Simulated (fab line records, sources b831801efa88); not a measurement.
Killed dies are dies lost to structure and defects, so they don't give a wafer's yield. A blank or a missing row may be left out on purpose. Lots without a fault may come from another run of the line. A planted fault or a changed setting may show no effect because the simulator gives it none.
Problem report in the 8D (eight disciplines) form, filled by code | flow gf180mcu | the parts of the form that need people (team, actions taken, sign-off) are left out

1. THE PROBLEM
chamber_pressure_pa at GF_V2_SPUTTER_21 reads a mean of 4.626 Pa on 2 wafers of 2 lots; wafers without a fault read 5.000 Pa with a standard deviation of 0.0097. That is -39 standard deviations from the usual mean.
The step: material Ti, target thk 15 nm, time 80.02 s.
First seen on wafer L359.3, day 25 01:04, on pvd_sputter-04. The record holds 36 wafers of 12 lots with a number at this step. Rule for "out", or "out of limits": more than 4 standard deviations from the usual mean. The other wafers with a number count as sound.

2. WHAT IT IS AND WHAT IT IS NOT
question                    | is                  | is not
which readings at this step | chamber_pressure_pa | cathode_dc_power_W, throttle_valve_pct
which lots                  | L359, L361          | L347, L350, L351, L352, L353, L355, L357, L358, L360, L369
which wafers of those lots  | L359.3, L361.4      | L359.4, L359.5, L361.3, L361.6
read on which tools         | pvd_sputter-04      | pvd_sputter-01, pvd_sputter-02
when                        | from day 25 01:04   | up to then (26 sound wafers); but 8 sound wafers of L360, L361, L369 came after

3. SUSPECTS, AND WHAT RULES EACH OUT
Counting: a tool at a process step up to the reading stays a suspect if it ran every lot that is out. Sound lots after the first of them don't rule it out here, since some wafers of a struck lot are sound.
- plasma_asher-03 at GF_V1_STRIP_18 (strips in O2/N2): kept. It ran every lot that is out, first L359 (day 23 00:04); its last sound lot up to then is L351 (day 19 19:17).
- pvd_sputter-04 at GF_V2_SPUTTER_21 (material Ti, target thk 15 nm, time 80.02 s): kept. It ran every lot that is out, first L359 (day 25 01:04); its last sound lot up to then is L358 (day 24 19:31). Its own readings are out on those wafers: chamber_pressure_pa.
Left after counting: plasma_asher-03 at GF_V1_STRIP_18, pvd_sputter-04 at GF_V2_SPUTTER_21.

4. THE CAUSE (what the simulator had put in)
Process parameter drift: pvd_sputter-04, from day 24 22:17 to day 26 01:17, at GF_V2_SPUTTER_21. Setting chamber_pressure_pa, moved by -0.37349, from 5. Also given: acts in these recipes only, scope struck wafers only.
Counting left 2 suspects, and this tool is among them.

5. THE CHAIN OF EFFECTS, in route order
Each row: a reading whose mean over the struck wafers that have a number lies more than 3 standard deviations from the usual. Only readings for which the record gives a usual standard deviation are gone through. hours: the time from each lot's start at the first step in this table that gives one to its start at this step, as a median over the lots. sigmas: the change in usual standard deviations.
hours | step             | reading             | usual    | on struck wafers | change | sigmas
0     | GF_V2_SPUTTER_21 | chamber_pressure_pa | 5.000 Pa | 4.626            | -0.374 | -39
The process steps in it:
- GF_V2_SPUTTER_21: material Ti, target thk 15 nm, time 80.02 s.
Later measuring or inspecting steps at which every struck wafer that the step has a row for has a number for every such reading, and none has moved that far: GF_M3_OVL_MEAS_15.

6. WHAT WOULD HAVE CAUGHT IT SOONER
In this record the first reading out of limits was taken at day 25 01:04, 3 hours after the fault began at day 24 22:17.
